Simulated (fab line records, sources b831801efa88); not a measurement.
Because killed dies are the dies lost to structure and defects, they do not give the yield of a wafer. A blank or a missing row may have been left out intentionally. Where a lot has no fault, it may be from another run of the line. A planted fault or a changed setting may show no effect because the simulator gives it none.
A single fault, viewed from 2 desks | flow gf180mcu | numbers are kept per desk, each desk with only its own; the story behind them comes last

== AT THE METROLOGY DESK ==
Lot by lot, what the gauges showed, no matter which tool ran the lot: averages of those sampled wafers that carry a number. A lot is out of limits, marked OUT, if its mean lies more than 4 standard deviations from the usual mean; the brackets give that distance.
Columns: A = NSD_RS at GF_PSD_RS_MEAS_14, usual 46.14 ohm/sq; B = PSD_RS at GF_PSD_RS_MEAS_15, usual 108.60 ohm/sq; C = SALICIDE_TIN_RS at GF_SALICIDE_RS_MEAS_04, usual 16.3 ohm/sq; D = CONTACT_CVD_02_THK at GF_CONTACT_THK_MEAS_03, usual 863 nm
lot  | first seen here | A               | B                | C    | D
L177 | day 14 11:16    | 46.13           | 108.98           | 16.2 | 857
L179 | day 14 17:44    | 46.14           | 108.54           | 16.2 | 861
L180 | day 15 03:29    | 46.20           | 108.92           | 16.4 | 869
L181 | day 15 08:12    | 46.16           | 108.55           | 16.1 | 864
L184 | day 16 19:01    | 48.97 (+34) OUT | 123.23 (+49) OUT | 16.6 | 856
L185 | day 16 22:32    | 48.98 (+34) OUT | 123.07 (+48) OUT | 16.2 | 870
L186 | day 17 16:31    | 48.87 (+33) OUT | 122.84 (+47) OUT | 16.4 | 864
L188 | day 17 22:29    | 48.89 (+33) OUT | 123.01 (+48) OUT | 16.4 | 870
L194 | day 20 18:57    | 46.07           | 108.05           | 16.6 | 859
L196 | day 20 21:11    | 46.08           | 108.42           | 16.8 | 854
L197 | day 21 21:11    | 46.20           | 108.88           | 15.9 | 857
L199 | day 22 01:14    | 46.16           | 108.56           | 16.3 | 865
L200 | day 22 13:29    | 45.98           | 108.18           | 15.9 | 857
This desk's finding: out of limits on L184, L185, L186, L188; first on L184, day 16 19:01 (NSD_RS at GF_PSD_RS_MEAS_14). L177, L179, L180, L181, L194, L196, L197, L199, L200 stayed within limits.

== DESK OF THE TOOL OWNER: rtp-anneal-01 ==
Per lot that ran on this tool, the mean of the sampled wafers carrying a number, from the tool's own readings at GF_PSD_RTA_13 (time 20 s). A lot is out of limits, marked OUT, if its mean lies more than 4 standard deviations from the usual mean; the brackets give that distance.
Columns: A = lamp-power-pct at GF_PSD_RTA_13, usual 34 %; B = wafer_temp_C_max at GF_PSD_RTA_13, usual 1030.1
lot  | first seen here | A  | B
L180 | day 15 03:24    | 31 | 1028.8
L184 | day 16 18:56    | 29 | 1007.6 (-15) OUT
L185 | day 16 22:26    | 29 | 1007.1 (-15) OUT
L186 | day 17 16:26    | 29 | 1008.2 (-15) OUT
L188 | day 17 22:24    | 29 | 1007.9 (-15) OUT
L196 | day 20 21:06    | 31 | 1029.2
L199 | day 22 01:08    | 31 | 1029.8
L200 | day 22 13:24    | 31 | 1029.6
This desk's finding: out of limits on L184, L185, L186, L188; first on L184, day 16 18:56 (wafer_temp_C_max at GF_PSD_RTA_13). L180, L196, L199, L200 stayed within limits.

== PUT TOGETHER ==
At day 16 18:56, on L184, L185, L186, L188, the tool owner's desk was in a position to raise an alarm.
L184, L185, L186, L188 would have let the metrology desk raise an alarm at day 16 19:01.
All the named lots went through GF_PSD_RTA_13 on rtp-anneal-01.

== WHAT THE SIMULATOR HAD INSERTED ==
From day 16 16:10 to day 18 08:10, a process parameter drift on rtp-anneal-01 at GF_PSD_RTA_13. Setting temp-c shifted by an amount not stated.
Shown lots that were struck: L184, L185, L186, L188.
Counting hours from when the fault started, the first reading out of limits came at 3 for the tool owner's desk and at 3 for the metrology desk.
